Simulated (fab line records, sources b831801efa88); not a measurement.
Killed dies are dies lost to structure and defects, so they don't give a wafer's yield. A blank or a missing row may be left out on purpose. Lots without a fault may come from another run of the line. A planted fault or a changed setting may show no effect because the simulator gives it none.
fab line records | flow sky130 | part 1 of 2: steps 1 to 26 of 38
record lots=5 wafers=15 last_day=49
route steps=708 shown CAPM@543 METAL3@555 VIA3@573
lots that met no fault: from a run of the same line without faults
start_h: hours from the record's first day to the start of the lot's first wafer shown | wait_h: hours since the lot's step before | " the same as in the row above | L1.1+2: a row that stands for several wafers | - no value, or no start given | * or withheld: withheld | < > ~ a bound
route shown NAME@n: a module of which the file shows steps, and the number in the route of the first | usual: mean/standard deviation of fault-free wafers | same: alike in all rows | chamber/n: place in a boat | sites: the reading at each site | _std_site: their standard deviation | _edge_site: outer sites' mean less inner sites' | radius_mm: how far each site lies from the wafer's centre | mask NAME#n: copy n | behind: the tool/chamber that last shaped the wafer | hold: why the lot was held/for how many hours/how that ended | device: the transistor (n, p or np) that didn't switch | end of line: the same wafers' tests at the end of the route | a step without rows: its recipe alone | killed: dies lost to structure and defects at the first sort, not the wafer's yield | map: a wafer's dies, x killed, . not, _ none there
set.NAME: the setting as run; set.NAME@STEP: as run at that earlier step | model.NAME: the simulator's own value behind a step, which no gauge read
lots at some steps of the route; a table a step, a row a wafer
services: from which hour (start_h, from the record's first day; less than 0 if before it) a tool's chamber was out of use, for how many hours, and why
## steps
# step SKY_CAPM_HMDS_06
# recipe prime_time_s=60 prime_temp_c=120
# columns lot.wafer tool chamber start_h wait_h
L077.4+5+6 litho_track-02 0 884.94 0.1
L078.1+3+6 litho_track-02 0 892.82 0.1
L081.1+3+6 litho_track-03 0 914.32 0.1
L092.1+2+5 litho_track-03 0 985.52 0.1
L095.1+2+6 litho_track-02 0 1000.32 0.1
# step SKY_CAPM_COAT_07
# recipe resist=NOVOLAK spin_rpm=3000 resist_thk_nm=1140
# usual dispense_pressure_kPa=48.5/1.6
# columns lot.wafer tool chamber start_h wait_h dispense_pressure_kPa
L077.4 litho_track-02 0 885.09 0.1 47.3
L077.5 " 0 " " 47.3
L077.6 " 0 " " 47.3
L078.1 litho_track-02 0 892.97 0.1 47.3
L078.3 " 0 " " 47.3
L078.6 " 0 " " 47.3
L081.1 litho_track-03 0 914.47 0.1 50.9
L081.3 " 0 " " 50.9
L081.6 " 0 " " 50.9
L092.1 litho_track-03 0 985.67 0.1 50.9
L092.2 " 0 " " 50.9
L092.5 " 0 " " 50.9
L095.1 litho_track-02 0 1000.47 0.1 47.3
L095.2 " 0 " " 47.3
L095.6 " 0 " " 47.3
# step SKY_CAPM_SOFTBAKE_08
# recipe temp_c=90 time_s=60 resist=NOVOLAK
# usual plate_temp_C=90.00/0.13
# same time_s=60
# columns lot.wafer tool chamber start_h wait_h plate_temp_C
L077.4 litho_track-02 0 885.24 0.1 90.17
L077.5 " 0 " " 90.18
L077.6 " 0 " " 90.19
L078.1 litho_track-02 0 893.12 0.1 89.95
L078.3 " 0 " " 89.99
L078.6 " 0 " " 89.97
L081.1 litho_track-03 0 914.62 0.1 89.98
L081.3 " 0 " " 89.99
L081.6 " 0 " " 90.03
L092.1 litho_track-03 0 985.82 0.1 90.17
L092.2 " 0 " " 90.10
L092.5 " 0 " " 90.10
L095.1 litho_track-02 0 1000.62 0.1 89.98
L095.2 " 0 " " 89.96
L095.6 " 0 " " 89.96
# step SKY_CAPM_EXPOSE_09
# recipe mask_id=CAPM na=0.6 source_shape=conventional sigma_outer=0.6 polarization=unpolarized target_cd_nm=1000 dose_mj=159
# columns lot.wafer tool chamber start_h wait_h mask
L077.4+5+6 iline_stepper-01 0 - - CAPM#0
L078.1+3+6 iline_stepper-01 0 - - CAPM#0
L081.1+3+6 iline_stepper-02 0 - - CAPM#0
L092.1+2+5 iline_stepper-02 0 - - CAPM#0
L095.1+2+6 iline_stepper-02 0 - - CAPM#0
# step SKY_CAPM_PEB_10
# recipe temp_c=withheld time_s=* resist=NOVOLAK
# same time_s=*
# columns lot.wafer tool chamber start_h wait_h
L077.4+5+6 litho_track-02 0 - -
L078.1+3+6 litho_track-02 0 - -
L081.1+3+6 litho_track-03 0 - -
L092.1+2+5 litho_track-03 0 - -
L095.1+2+6 litho_track-02 0 - -
# step SKY_CAPM_DEVELOP_11
# recipe resist=NOVOLAK developer=TMAH develop_time_s=60 dev_temp_c=23
# columns lot.wafer tool chamber start_h wait_h
L077.4+5+6 litho_track-02 0 897.14 0.1
L078.1+3+6 litho_track-02 0 905.67 0.1
L081.1+3+6 litho_track-03 0 926.02 0.1
L092.1+2+5 litho_track-03 0 997.32 0.1
L095.1+2+6 litho_track-02 0 1011.77 0.1
# step SKY_CAPM_OVL_MEAS_12
# usual CAPM_OVL=-1.1/1.4
# columns lot.wafer tool chamber start_h wait_h CAPM_OVL[nm]
L077.4 overlay-01 - 897.24 0.1 -0.1
L077.5 " - " " -0.5
L077.6 " - " " -0.6
L078.1 overlay-02 - 905.82 0.1 -0.5
L078.3 " - " " 0.7
L078.6 " - " " -0.9
L081.1 overlay-01 - 926.17 0.1 -1.7
L081.3 " - " " -1.6
L081.6 " - " " -1.6
L092.1 overlay-01 - 997.47 0.1 0.7
L092.2 " - " " -1.3
L092.5 " - " " 0.4
L095.1 overlay-01 - 1011.92 0.1 1.3
L095.2 " - " " 0.5
L095.6 " - " " -1.3
# step SKY_CAPM_METAL_ETCH_13
# recipe target_depth_nm=220 stop_on=SiO2 chemistry=Cl2/BCl3 target=TiN pressure_mtorr=10 icp_w=900 bias_w=48.5 Cl2_flow_sccm=60 bcl3_flow_sccm=30 time_s=62.9
# usual drypump_motor_current_A=5.6/0.67 oes_product_au=0.951/0.0079 throttle_valve_pct=21.895/0.011
# same time_s=62.9
# columns lot.wafer tool chamber start_h wait_h drypump_motor_current_A oes_product_au rf_hours_counter_h throttle_valve_pct
L077.4 rie_metal-04 1 897.28 0.0 6.5 0.967 - 21.889
L077.5 " 1 " " 6.5 0.963 - 21.909
L077.6 " 0 " " 4.8 0.949 - 21.900
L078.1 rie_metal-03 1 905.85 0.0 5.1 0.949 1 21.894
L078.3 " 1 " " 5.1 0.952 - 21.905
L078.6 " 1 " " 5.1 0.946 - 21.892
L081.1 rie_metal-04 0 926.20 0.0 4.8 0.941 3 21.888
L081.3 " 0 " " 4.8 0.945 - 21.900
L081.6 " 1 " " 6.5 0.945 - 21.889
L092.1 rie_metal-03 1 997.50 0.0 5.1 0.957 6 21.899
L092.2 " 0 " " 5.6 0.940 14 21.905
L092.5 " 0 " " 5.6 0.932 - 21.905
L095.1 rie_metal-04 0 1011.96 0.0 4.8 0.942 7 21.907
L095.2 " 1 " " 6.5 0.956 10 21.890
L095.6 " 0 " " 4.8 0.952 - 21.907
# step SKY_CAPM_STRIP_14
# recipe chemistry=O2/N2 power_w=1400 pressure_mtorr=1500 platen_temp_c=withheld o2_flow_sccm=3000 n2_flow_sccm=300 overash_fraction=0.5
# usual drypump_motor_current_A=6.01/0.24 n2_flow_sccm=300.2/1.4 oes_product_au=0.711/0.0043 strip_time_to_endpoint_s=12.62/0.052
# columns lot.wafer tool chamber start_h wait_h drypump_motor_current_A n2_flow_sccm oes_product_au rf_hours_counter_h strip_time_to_endpoint_s
L077.4 plasma_asher-03 1 897.37 0.1 5.93 300.4 0.712 - 12.60
L077.5 " 1 " " 5.94 299.9 0.713 - 12.63
L077.6 " 0 " " 6.14 300.6 0.709 - 12.64
L078.1 plasma_asher-03 0 906.01 0.1 6.14 299.5 0.714 79 12.58
L078.3 " 1 " " 5.97 300.0 0.713 - 12.56
L078.6 " 0 " " 6.13 298.9 0.710 - 12.57
L081.1 plasma_asher-03 0 926.28 0.1 6.18 298.9 0.709 81 12.62
L081.3 " 1 " " 5.95 300.9 0.708 - 12.63
L081.6 " 0 " " 6.17 300.4 0.714 - 12.64
L092.1 plasma_asher-02 0 997.58 0.1 6.38 299.7 0.706 27 12.54
L092.2 " 1 " " 5.53 300.6 0.710 27 12.64
L092.5 " 1 " " 5.54 300.0 0.706 - 12.64
L095.1 plasma_asher-04 0 1012.03 0.1 6.06 299.0 0.711 122 12.60
L095.2 " 1 " " 6.02 301.3 0.713 122 12.61
L095.6 " 0 " " 6.04 297.4 0.712 - 12.63
# step SKY_CAPM_STRIP_15
# recipe chemistry=post_etch_residue_remover time_s=1200 temp_c=72.5
# usual bath_guard_temp_C=72.6/0.62
# same time_s=1200
# columns lot.wafer tool chamber start_h wait_h bath_guard_temp_C
L077.4 wet_bench-01 0 897.43 0.0 73.0
L077.5 " 0 " " 73.2
L077.6 " 0 " " 73.0
L078.1 wet_bench-03 3 906.11 0.1 71.6
L078.3 " 3 " " 71.8
L078.6 " 3 " " 72.1
L081.1 wet_bench-01 2 926.38 0.1 74.3
L081.3 " 2 " " 74.4
L081.6 " 2 " " 73.8
L092.1 wet_bench-01 0 997.68 0.1 73.3
L092.2 " 0 " " 72.9
L092.5 " 0 " " 73.1
L095.1 wet_bench-03 3 1012.13 0.1 72.0
L095.2 " 3 " " 71.8
L095.6 " 3 " " 71.8
# step SKY_CAPM_CLEAN_16
# recipe chemistry=IPA time_s=180 temp_c=25
# same time_s=180
# columns lot.wafer tool chamber start_h wait_h
L077.4+5+6 wet_bench-04 1 897.77 0.0
L078.1+3+6 wet_bench-04 3 906.45 0.0
L081.1+3+6 wet_bench-04 3 926.72 0.0
L092.1+2+5 wet_bench-04 1 998.05 0.0
L095.1+2+6 wet_bench-04 0 1012.47 0.0
# step SKY_CAPM_CLEAN_17
# recipe chemistry=O3/DIW dry=n2_spin
# columns lot.wafer tool chamber start_h wait_h
L077.4+5+6 wet_bench-01 0 897.83 0.0
L078.1+3+6 wet_bench-03 0 906.51 0.0
L081.1+3+6 wet_bench-01 1 926.78 0.0
L092.1+2+5 wet_bench-04 2 998.11 0.0
L095.1+2+6 wet_bench-01 2 1012.53 0.0
# step SKY_METAL3_DEHYDRATE_05
# recipe temp_c=200 time_s=60
# usual plate_temp_C=199.98/0.15
# same time_s=60
# columns lot.wafer tool chamber start_h wait_h plate_temp_C
L077.4 litho_track-01 0 909.81 11.9 199.97
L077.5 " 0 " " 200.22
L077.6 " 0 " " 200.24
L078.1 litho_track-03 0 918.02 11.4 200.11
L078.3 " 0 " " 199.82
L078.6 " 0 " " 199.93
L081.1 litho_track-04 0 938.46 11.6 200.31
L081.3 " 0 " " 200.18
L081.6 " 0 " " 199.98
L092.1 litho_track-04 0 1009.06 10.9 200.04
L092.2 " 0 " " 200.27
L092.5 " 0 " " 199.98
L095.1 litho_track-03 0 1023.32 10.7 199.98
L095.2 " 0 " " 199.91
L095.6 " 0 " " 199.88
# step SKY_METAL3_HMDS_06
# recipe prime_time_s=60 prime_temp_c=120
# columns lot.wafer tool chamber start_h wait_h
L077.4+5+6 litho_track-01 0 909.96 0.1
L078.1+3+6 litho_track-03 0 918.17 0.1
L081.1+3+6 litho_track-04 0 938.61 0.1
L092.1+2+5 litho_track-04 0 1009.21 0.1
L095.1+2+6 litho_track-03 0 1023.47 0.1
# step SKY_METAL3_COAT_07
# recipe resist=BARC temp_c=withheld time_s=withheld spin_rpm=3000 resist_thk_nm=60
# usual dispense_pressure_kPa=51.5/2.7
# columns lot.wafer tool chamber start_h wait_h dispense_pressure_kPa
L077.4 litho_track-01 0 910.11 0.1 55.3
L077.5 " 0 " " 55.3
L077.6 " 0 " " 55.3
L078.1 litho_track-03 0 918.32 0.1 50.9
L078.3 " 0 " " 50.9
L078.6 " 0 " " 50.9
L081.1 litho_track-04 0 938.76 0.1 48.2
L081.3 " 0 " " 48.2
L081.6 " 0 " " 48.2
L092.1 litho_track-04 0 1009.36 0.1 48.2
L092.2 " 0 " " 48.2
L092.5 " 0 " " 48.2
L095.1 litho_track-03 0 1023.62 0.1 50.9
L095.2 " 0 " " 50.9
L095.6 " 0 " " 50.9
# step SKY_METAL3_COAT_08
# recipe resist=KrF-thick spin_rpm=3000 resist_thk_nm=1140
# usual dispense_pressure_kPa=51.5/2.7
# columns lot.wafer tool chamber start_h wait_h dispense_pressure_kPa
L077.4 litho_track-01 0 - - 55.3
L077.5 " 0 " " 55.3
L077.6 " 0 " " 55.3
L078.1 litho_track-03 0 - - 50.9
L078.3 " 0 " " 50.9
L078.6 " 0 " " 50.9
L081.1 litho_track-04 0 - - 48.2
L081.3 " 0 " " 48.2
L081.6 " 0 " " 48.2
L092.1 litho_track-04 0 - - 48.2
L092.2 " 0 " " 48.2
L092.5 " 0 " " 48.2
L095.1 litho_track-03 0 - - 50.9
L095.2 " 0 " " 50.9
L095.6 " 0 " " 50.9
# step SKY_METAL3_SOFTBAKE_09
# recipe temp_c=100 time_s=90 resist=KrF-thick
# usual plate_temp_C=99.99/0.11
# same time_s=90
# columns lot.wafer tool chamber start_h wait_h plate_temp_C
L077.4 litho_track-01 0 - - 100.02
L077.5 " 0 " " 100.03
L077.6 " 0 " " 99.90
L078.1 litho_track-03 0 - - 99.88
L078.3 " 0 " " 99.98
L078.6 " 0 " " 100.11
L081.1 litho_track-04 0 - - 99.89
L081.3 " 0 " " 100.06
L081.6 " 0 " " 99.97
L092.1 litho_track-04 0 - - 99.93
L092.2 " 0 " " 100.16
L092.5 " 0 " " 100.23
L095.1 litho_track-03 0 - - 99.77
L095.2 " 0 " " 99.91
L095.6 " 0 " " 99.87
# step SKY_METAL3_EXPOSE_10
# recipe mask_id=MM3 na=0.68 source_shape=annular sigma_inner=0.4 sigma_outer=0.8 target_cd_nm=300 dose_mj=28.22
# columns lot.wafer tool chamber start_h wait_h mask
L077.4+5+6 krf_scanner-01 0 - - MM3#0
L078.1+3+6 krf_scanner-01 0 - - MM3#0
L081.1+3+6 krf_scanner-02 0 - - MM3#0
L092.1+2+5 krf_scanner-02 0 - - MM3#0
L095.1+2+6 krf_scanner-01 0 - - MM3#0
# step SKY_METAL3_PEB_11
# recipe peb_temp_c=withheld peb_time_s=withheld resist=KrF-thick
# columns lot.wafer tool chamber start_h wait_h
L077.4+5+6 litho_track-04 0 - -
L078.1+3+6 litho_track-01 0 - -
L081.1+3+6 litho_track-04 0 - -
L092.1+2+5 litho_track-01 0 - -
L095.1+2+6 litho_track-04 0 - -
# step SKY_METAL3_DEVELOP_12
# recipe develop_time_s=60 resist=KrF-thick dev_temp_c=21
# columns lot.wafer tool chamber start_h wait_h
L077.4+5+6 litho_track-04 0 - -
L078.1+3+6 litho_track-01 0 - -
L081.1+3+6 litho_track-04 0 - -
L092.1+2+5 litho_track-01 0 - -
L095.1+2+6 litho_track-04 0 - -
# step SKY_METAL3_CD_MEAS_13
# recipe target_cd_nm=300
# usual cd_nm=300.3/1.5
# columns lot.wafer tool chamber start_h wait_h cd_nm
L077.4 cd_sem-02 - 921.77 - 301.6
L077.5 " - " " 302.3
L077.6 " - " " 301.4
L078.1 cd_sem-02 - 930.34 - 302.4
L078.3 " - " " 302.4
L078.6 " - " " 300.3
L081.1 cd_sem-01 - 950.46 - 301.0
L081.3 " - " " 302.8
L081.6 " - " " 301.8
L092.1 cd_sem-02 - 1021.39 - 301.6
L092.2 " - " " 300.1
L092.5 " - " " 300.6
L095.1 cd_sem-01 - 1036.26 - 296.9
L095.2 " - " " 296.8
L095.6 " - " " 297.3
# step SKY_METAL3_OVL_MEAS_14
# usual METAL3_OVL=-1/5
# columns lot.wafer tool chamber start_h wait_h METAL3_OVL[nm]
L077.4 overlay-01 - 921.85 0.1 -1
L077.5 " - " " -8
L077.6 " - " " -4
L078.1 overlay-01 - 930.46 0.1 1
L078.3 " - " " 0
L078.6 " - " " -10
L081.1 overlay-02 - 950.58 0.1 3
L081.3 " - " " 8
L081.6 " - " " 7
L092.1 overlay-01 - 1021.51 0.1 0
L092.2 " - " " 6
L092.5 " - " " 4
L095.1 overlay-01 - 1036.38 0.1 1
L095.2 " - " " 4
L095.6 " - " " 1
# step SKY_METAL3_DESCUM_15
# recipe chemistry=O2 source_power_w=150 bias_power_w=0 pressure_mtorr=10 temp_c=40 time_s=8
# usual drypump_motor_current_A=5.8/0.62 oes_product_au=0.999/0.0085
# same time_s=8
# columns lot.wafer tool chamber start_h wait_h drypump_motor_current_A oes_product_au rf_hours_counter_h
L077.4 rie_metal-01 1 921.88 0.0 5.9 1.009 -
L077.5 " 0 " " 5.7 0.993 -
L077.6 " 1 " " 5.9 0.997 -
L078.1 rie_metal-04 1 930.49 0.0 6.4 0.998 6
L078.3 " 1 " " 6.4 1.009 -
L078.6 " 1 " " 6.5 0.994 -
L081.1 rie_metal-01 1 950.62 0.0 5.8 0.998 8
L081.3 " 0 " " 5.7 0.998 -
L081.6 " 0 " " 5.7 1.002 -
L092.1 rie_metal-01 1 1021.55 0.0 5.9 1.000 12
L092.2 " 0 " " 5.7 0.992 13
L092.5 " 0 " " 5.7 0.994 -
L095.1 rie_metal-01 0 1036.42 0.0 5.7 0.991 14
L095.2 " 1 " " 5.9 0.984 12
L095.6 " 0 " " 5.7 0.995 -
# step SKY_METAL3_ETCH_16
# recipe chemistry=N2/H2 target=BARC ion_energy_ev=200 bias_w=100 pressure_mtorr=30 n2_flow_sccm=100 h2_flow_sccm=200 icp_w=500 stop_on=SiO2 time_s=88.2 target_depth_a=600
# usual drypump_motor_current_A=5.8/0.62 n2_flow_sccm=100.0/0.3 oes_product_au=0.625/0.0049 throttle_valve_pct=13.204/0.0079
# same time_s=88.2
# columns lot.wafer tool chamber start_h wait_h drypump_motor_current_A n2_flow_sccm oes_product_au rf_hours_counter_h throttle_valve_pct
L077.4 rie_metal-01 1 921.93 0.0 5.9 99.9 0.624 - 13.195
L077.5 " 0 " " 5.7 100.2 0.627 - 13.205
L077.6 " 1 " " 5.9 100.1 0.621 - 13.207
L078.1 rie_metal-04 1 930.53 0.0 6.4 99.3 0.625 6 13.215
L078.3 " 1 " " 6.5 99.7 0.619 - 13.190
L078.6 " 1 " " 6.5 99.7 0.623 - 13.219
L081.1 rie_metal-01 1 950.65 0.0 5.9 99.9 0.626 8 13.211
L081.3 " 0 " " 5.7 99.9 0.632 - 13.208
L081.6 " 0 " " 5.7 99.7 0.628 - 13.192
L092.1 rie_metal-01 1 1021.58 0.0 5.9 99.7 0.623 12 13.197
L092.2 " 0 " " 5.7 99.8 0.624 13 13.217
L092.5 " 0 " " 5.7 99.5 0.615 - 13.198
L095.1 rie_metal-01 0 1036.45 0.0 5.7 99.9 0.632 14 13.188
L095.2 " 1 " " 5.9 99.9 0.624 12 13.196
L095.6 " 0 " " 5.7 99.5 0.622 - 13.197
# step SKY_METAL3_ETCH_17
# recipe target=SiO2 stop_on=TiN chemistry=C4F8/O2/Ar source_w=1500 bias_w=1200 pressure_mtorr=40 c4f8_flow_sccm=withheld O2_flow_sccm=6 Ar_flow_sccm=300 time_s=3.9 target_depth_a=150
# usual oes_product_au=0.755/0.0065
# same time_s=3.9
# columns lot.wafer tool chamber start_h wait_h oes_product_au rf_hours_counter_h
L077.4 rie_diel-01 0 922.00 0.0 0.752 0
L077.5 " 0 " " 0.756 -
L077.6 " 1 " " 0.756 -
L078.1 rie_diel-03 2 930.62 0.1 0.748 9
L078.3 " 1 " " 0.745 24
L078.6 " 0 " " 0.764 -
L081.1 rie_diel-02 3 950.75 0.1 0.758 5
L081.3 " 1 " " 0.764 13
L081.6 " 2 " " 0.754 -
L092.1 rie_diel-02 1 1021.68 0.1 0.755 15
L092.2 " 0 " " 0.750 11
L092.5 " 0 " " 0.761 -
L095.1 rie_diel-01 0 1036.55 0.1 0.752 3
L095.2 " 3 " " 0.743 12
L095.6 " 2 " " 0.755 -
# step SKY_METAL3_METAL_ETCH_18
# recipe target_depth_a=8450 stop_on=SiO2 over_etch_frac=0.3 time_s=183.1 chemistry=Cl2/BCl3 resist_sidewall_deg=88 pressure_mtorr=10 icp_w=900 bias_w=48.5 Cl2_flow_sccm=60 bcl3_flow_sccm=30
# usual drypump_motor_current_A=5.9/0.64 oes_product_au=0.867/0.006 throttle_valve_pct=22.264/0.0088
# same over_etch_frac=0.3 time_s=183.1
# columns lot.wafer tool chamber start_h wait_h drypump_motor_current_A oes_product_au rf_hours_counter_h throttle_valve_pct
L077.4 rie_metal-02 1 922.07 0.1 5.7 0.870 - 22.272
L077.5 " 1 " " 5.7 0.876 - 22.273
L077.6 " 0 " " 6.7 0.868 - 22.274
L078.1 rie_metal-02 1 930.64 0.0 5.8 0.865 8 22.261
L078.3 " 0 " " 6.7 0.864 - 22.254
L078.6 " 1 " " 5.7 0.855 - 22.257
L081.1 rie_metal-04 0 950.76 0.0 4.8 0.865 4 22.268
L081.3 " 0 " " 4.8 0.870 - 22.243
L081.6 " 0 " " 4.8 0.866 - 22.267
L092.1 rie_metal-04 0 1021.69 0.0 4.8 0.870 8 22.258
L092.2 " 1 " " 6.5 0.862 10 22.273
L092.5 " 1 " " 6.5 0.875 - 22.254
L095.1 rie_metal-02 0 1036.57 0.0 6.7 0.868 21 22.265
L095.2 " 1 " " 5.7 0.868 15 22.257
L095.6 " 1 " " 5.7 0.868 - 22.258
